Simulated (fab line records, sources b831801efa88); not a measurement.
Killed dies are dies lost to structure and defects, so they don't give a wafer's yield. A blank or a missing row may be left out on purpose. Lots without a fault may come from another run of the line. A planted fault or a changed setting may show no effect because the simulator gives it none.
fab line records | flow sky130
record lots=6 wafers=18 last_day=49
route steps=708 shown VIA1@460
lots that met no fault: from a run of the same line without faults
start_h: hours from the record's first day to the start of the lot's first wafer shown | wait_h: hours since the lot's step before | " the same as in the row above | L1.1+2: a row that stands for several wafers | - no value, or no start given | * or withheld: withheld | < > ~ a bound
route shown NAME@n: a module of which the file shows steps, and the number in the route of the first | usual: mean/standard deviation of fault-free wafers | same: alike in all rows | chamber/n: place in a boat | sites: the reading at each site | _std_site: their standard deviation | _edge_site: outer sites' mean less inner sites' | radius_mm: how far each site lies from the wafer's centre | mask NAME#n: copy n | behind: the tool/chamber that last shaped the wafer | hold: why the lot was held/for how many hours/how that ended | device: the transistor (n, p or np) that didn't switch | end of line: the same wafers' tests at the end of the route | a step without rows: its recipe alone | killed: dies lost to structure and defects at the first sort, not the wafer's yield | map: a wafer's dies, x killed, . not, _ none there
set.NAME: the setting as run; set.NAME@STEP: as run at that earlier step | model.NAME: the simulator's own value behind a step, which no gauge read
lots at some steps of the route; a table a step, a row a wafer
services: from which hour (start_h, from the record's first day; less than 0 if before it) a tool's chamber was out of use, for how many hours, and why
## steps
# step SKY_VIA1_CMP_02
# recipe material=SiO2 down_force_psi=4 platen_rpm=60 pad_velocity_m_s=0.94248
# usual edge_zone_pressure_frac=1.000/0.0048 motor_current_A=11.8/1.3
# columns lot.wafer tool chamber start_h wait_h edge_zone_pressure_frac motor_current_A
L445.3 cmp-01 2 761.65 0.0 1.003 12.4
L445.4 " 3 " " 1.005 11.1
L445.5 " 3 " " 1.003 11.0
L455.2 cmp-01 3 850.28 0.0 1.003 11.0
L455.6 " 3 " " 1.005 11.0
L455.5 " 0 " " 1.004 11.0
L456.1 cmp-01 3 857.29 0.1 1.011 10.8
L456.5 " 2 " " 1.008 12.6
L456.6 " 3 " " 1.003 11.3
L457.1 cmp-02 3 861.66 0.1 0.999 12.8
L457.2 " 0 " " 1.003 9.4
L457.5 " 1 " " 1.000 12.1
L459.1 cmp-02 1 871.77 0.1 1.007 12.5
L459.2 " 2 " " 0.994 12.9
L459.4 " 0 " " 1.003 9.3
L465.2 cmp-02 0 917.83 0.0 1.000 9.6
L465.4 " 1 " " 0.996 12.5
L465.1 " 2 " " 1.005 12.9
# step SKY_VIA1_BOW_MEAS_03
# recipe mode=bow
# usual VIA1_BOW=81/6.9
# columns lot.wafer tool chamber start_h wait_h VIA1_BOW[um]
L445.3 film_metro-03 - 761.99 0.3 79
L445.4 " - " " 77
L445.5 " - " " 86
L455.2 film_metro-03 - 850.60 0.3 69
L455.5 " - " " 89
L455.6 " - " " 79
L456.1 film_metro-01 - 857.54 0.2 83
L456.5 " - " " 87
L456.6 " - " " 90
L457.1 film_metro-01 - 861.86 0.1 81
L457.2 " - " " 78
L457.5 " - " " 74
L459.1 film_metro-01 - 872.07 0.2 92
L459.2 " - " " 76
L459.4 " - " " 75
L465.1 film_metro-04 - 918.13 0.1 90
L465.2 " - " " 86
L465.4 " - " " 71
# step SKY_VIA1_DEHYDRATE_04
# recipe temp_c=200 time_s=60
# step SKY_VIA1_HMDS_05
# recipe prime_time_s=60 prime_temp_c=120
# step SKY_VIA1_COAT_06
# recipe resist=BARC temp_c=withheld time_s=withheld spin_rpm=3000 resist_thk_nm=60
# step SKY_VIA1_COAT_07
# recipe resist=KrF-thick spin_rpm=3000 resist_thk_nm=450
# step SKY_VIA1_SOFTBAKE_08
# recipe temp_c=100 time_s=90 resist=KrF-thick
# step SKY_VIA1_EXPOSE_09
# recipe mask_id=VIM na=0.8 source_shape=annular sigma_inner=0.55 sigma_outer=0.85 target_cd_nm=150 dose_mj=38
# step SKY_VIA1_PEB_10
# recipe peb_temp_c=withheld peb_time_s=withheld resist=KrF-thick
# step SKY_VIA1_DEVELOP_11
# recipe develop_time_s=60 resist=KrF-thick dev_temp_c=21
# step SKY_VIA1_CD_MEAS_12
# recipe target_cd_nm=150
# usual cd_nm=150.3/1.4
# columns lot.wafer tool chamber start_h wait_h cd_nm
L445.3 cd_sem-01 - 789.76 - 149.2
L445.4 " - " " 150.3
L445.5 " - " " 148.7
L455.2 cd_sem-02 - 876.08 - 151.1
L455.5 " - " " 149.0
L455.6 " - " " 151.3
L456.1 cd_sem-02 - 883.23 - 151.8
L456.5 " - " " 151.0
L456.6 " - " " 150.6
L457.1 cd_sem-01 - 888.53 - 149.4
L457.2 " - " " 148.9
L457.5 " - " " 149.6
L459.1 cd_sem-01 - 897.53 - 149.0
L459.2 " - " " 148.6
L459.4 " - " " 147.3
L465.1 cd_sem-02 - 943.13 - 150.7
L465.2 " - " " 148.4
L465.4 " - " " 148.8
# step SKY_VIA1_OVL_MEAS_13
# usual VIA1_OVL=2/5.5
# columns lot.wafer tool chamber start_h wait_h VIA1_OVL[nm]
L445.3 overlay-01 - 789.86 0.1 1
L445.4 " - " " -4
L445.5 " - " " 4
L455.2 overlay-02 - 876.19 0.1 6
L455.5 " - " " 8
L455.6 " - " " 11
L456.1 overlay-02 - 883.35 0.1 -6
L456.5 " - " " 1
L456.6 " - " " -2
L457.1 overlay-01 - 888.65 0.1 1
L457.2 " - " " 12
L457.5 " - " " 4
L459.1 overlay-02 - 897.65 0.1 8
L459.2 " - " " 1
L459.4 " - " " 6
L465.1 overlay-01 - 943.25 0.1 8
L465.2 " - " " 7
L465.4 " - " " 8
# step SKY_VIA1_ETCH_14
# recipe chemistry=N2/H2 target=BARC ion_energy_ev=200 source_w=500 bias_w=100 pressure_mtorr=30 n2_flow_sccm=100 h2_flow_sccm=200 stop_on=SiO2 time_s=45.9 target_depth_a=600
# usual drypump_motor_current_A=5.6/0.43 n2_flow_sccm=99.98/0.3 oes_product_au=0.854/0.0048 run_length_s=74.3/0.58 throttle_valve_pct=13.226/0.008
# columns lot.wafer tool chamber start_h wait_h drypump_motor_current_A n2_flow_sccm oes_product_au rf_hours_counter_h run_length_s throttle_valve_pct model.KrF-thick_of_VIA1_COAT_07.thk_nm
L445.3 rie_diel-01 2 789.88 0.0 5.4 99.80 0.848 11 74.5 13.234 393.6
L445.4 " 0 " " 6.2 100.20 0.860 2 74.9 13.214 395.1
L445.5 " 2 " " 5.4 99.88 0.841 - 75.0 13.224 393.9
L455.2 rie_diel-02 3 876.22 0.0 5.7 99.97 0.846 5 73.5 13.230 392.5
L455.5 " 2 " " 6.4 100.59 0.849 - 74.2 13.240 393.8
L455.6 " 1 " " 5.5 100.09 0.860 - 73.8 13.223 394.9
L456.1 rie_diel-04 1 883.39 0.0 4.9 100.42 0.866 14 73.6 13.232 393.5
L456.5 " 3 " " 5.3 99.98 0.858 - 75.5 13.215 394.4
L456.6 " 1 " " 4.9 99.92 0.853 - 73.3 13.242 392
L457.1 rie_diel-02 0 888.69 0.0 5.7 99.73 1.019 5 65.0 13.257 399.6
L457.2 " 3 " " 5.7 100.38 0.853 5 73.6 13.224 390.9
L457.5 " 3 " " 5.7 100.30 0.850 - 73.5 13.231 393.1
L459.1 rie_diel-02 1 897.68 0.0 5.5 99.74 0.857 11 74.2 13.227 394.4
L459.2 " 0 " " 5.7 100.48 1.029 5 65.8 13.245 401.4
L459.4 " 3 " " 5.7 99.89 0.855 6 73.6 13.212 395.2
L465.1 rie_diel-01 2 943.28 0.0 5.4 100.06 0.850 16 74.4 13.216 395.3
L465.2 " 1 " " 5.7 99.99 0.854 17 74.9 13.241 397.2
L465.4 " 3 " " 5.8 99.83 0.857 18 73.6 13.228 397.4
# step SKY_VIA1_ETCH_15
# recipe target=SiO2 chemistry=C4F8/O2/Ar target_depth_nm=351 stop_on=TiN mask_material=KrF-thick source_w=1500 bias_w=1200 pressure_mtorr=40 c4f8_flow_sccm=withheld O2_flow_sccm=6 Ar_flow_sccm=300 time_s=54
# usual oes_product_au=0.979/0.0071 run_length_s=82.3/0.55
# columns lot.wafer tool chamber start_h wait_h oes_product_au rf_hours_counter_h run_length_s model.KrF-thick_of_VIA1_COAT_07.thk_nm
L445.3 rie_diel-01 2 789.92 0.0 0.979 11 83.0 323.4
L445.4 " 0 " " 0.974 2 82.9 327.2
L445.5 " 2 " " 0.979 - 82.5 323.8
L455.2 rie_diel-02 3 876.26 0.0 0.978 5 82.0 321.9
L455.5 " 2 " " 0.978 - 82.1 323.5
L455.6 " 1 " " 0.987 - 82.0 326.2
L456.1 rie_diel-04 1 883.43 0.0 0.981 14 81.3 323.3
L456.5 " 3 " " 0.987 - 83.3 324
L456.6 " 1 " " 0.979 - 81.4 321.1
L457.1 rie_diel-02 0 888.73 0.0 0.986 5 82.7 326.6
L457.2 " 3 " " 0.981 6 81.8 320.1
L457.5 " 3 " " 0.985 - 81.6 322.1
L459.1 rie_diel-02 1 897.72 0.0 0.978 11 82.1 325.3
L459.2 " 0 " " 0.979 5 82.6 328.7
L459.4 " 3 " " 0.982 6 81.6 324.8
L465.1 rie_diel-01 2 943.32 0.0 0.970 16 82.2 324.8
L465.2 " 1 " " 0.973 17 83.1 328.8
L465.4 " 3 " " 0.973 18 81.6 328.5
# step SKY_VIA1_STRIP_16
# recipe chemistry=O2/N2 power_w=1400 pressure_mtorr=1500 platen_temp_c=withheld o2_flow_sccm=3000 n2_flow_sccm=300 overash_fraction=0.5
# usual drypump_motor_current_A=5.5/0.8 n2_flow_sccm=300.0/0.85 oes_product_au=0.416/0.0054 strip_time_to_endpoint_s=4.469/0.029
# columns lot.wafer tool chamber start_h wait_h drypump_motor_current_A n2_flow_sccm oes_product_au rf_hours_counter_h strip_time_to_endpoint_s
L445.3 plasma_asher-04 1 790.00 0.1 4.8 300.6 0.413 - 4.468
L445.4 " 0 " " 6.4 300.1 0.424 - 4.507
L445.5 " 0 " " 6.4 299.4 0.418 - 4.471
L455.2 plasma_asher-04 1 876.30 0.0 4.7 301.7 0.416 70 4.462
L455.5 " 0 " " 6.3 299.0 0.420 - 4.454
L455.6 " 1 " " 4.7 300.2 0.422 - 4.490
L456.1 plasma_asher-03 0 883.48 0.0 6.5 299.7 0.417 14 4.466
L456.5 " 0 " " 6.5 300.0 0.410 - 4.481
L456.6 " 1 " " 6.7 300.9 0.421 - 4.449
L457.1 plasma_asher-04 0 888.78 0.0 6.3 300.9 0.424 72 4.513
L457.2 " 1 " " 4.7 299.4 0.409 72 4.437
L457.5 " 1 " " 4.7 300.8 0.421 - 4.456
L459.1 plasma_asher-03 0 897.77 0.0 6.5 300.5 0.420 15 4.499
L459.2 " 1 " " 6.7 299.7 0.412 15 4.521
L459.4 " 0 " " 6.5 300.2 0.425 - 4.472
L465.1 plasma_asher-02 1 943.37 0.0 5.0 299.8 0.412 108 4.492
L465.2 " 0 " " 4.8 301.7 0.422 108 4.527
L465.4 " 0 " " 4.8 300.1 0.417 - 4.519
## services
# columns tool chamber start_h hours kind
rie_diel-04 1 743.46 4.8 repair
cmp-01 - 745.77 4.0 pm
rie_diel-04 3 746.01 5.6 repair
rie_diel-01 2 749.32 10.4 repair
rie_diel-01 - 759.41 0.7 repair
rie_diel-01 2 759.84 1.7 repair
cmp-02 - 762.31 0.3 repair
rie_diel-01 1 767.06 5.5 repair
cmp-01 - 797.44 0.8 repair
rie_diel-01 - 803.53 0.2 repair
cmp-01 - 804.26 29.0 repair
plasma_asher-03 - 806.11 4.6 repair
rie_diel-02 3 806.26 4.5 repair
cmp-01 - 822.05 5.3 repair
plasma_asher-04 - 822.80 3.4 repair
rie_diel-02 0 839.65 5.1 repair
cmp-02 - 850.26 5.0 pm
cmp-01 - 869.18 3.9 pm
cmp-02 - 873.09 6.1 pm
rie_diel-01 2 899.05 6.9 repair
rie_diel-01 1 906.12 6.2 repair
cmp-02 - 912.26 4.0 pm
rie_diel-02 2 930.38 1.9 repair
cmp-01 - 938.92 1.6 repair
## key
first_sign step=SKY_VIA1_ETCH_14 reading=oes_product_au direction=up sigmas=36 usual=0.854 struck=1.024
effect step=SKY_VIA1_ETCH_14 reading=run_length_s direction=down sigmas=15 usual=* struck=*
model_effect step=SKY_VIA1_ETCH_14 value=KrF-thick_of_VIA1_COAT_07.thk_nm without=391.3 struck=400.5
model_effect step=SKY_VIA1_ETCH_15 value=KrF-thick_of_VIA1_COAT_07.thk_nm without=318.4 struck=327.6
met_at SKY_VIA1_ETCH_14
struck_wafers L457.1,L459.2
sort_left_out L457.1,L459.2
fault kind=process_parameter_drift tool=rie_diel-02 chamber=0 onset_h=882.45 steps=SKY_VIA1_ETCH_14 channel=time_s offset=* shape=step end_h=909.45 acts_in=* stated=*
# sort_left_out: the simulated sort isn't trusted on such a fault, so these wafers' sort isn't shown, and their yield isn't known
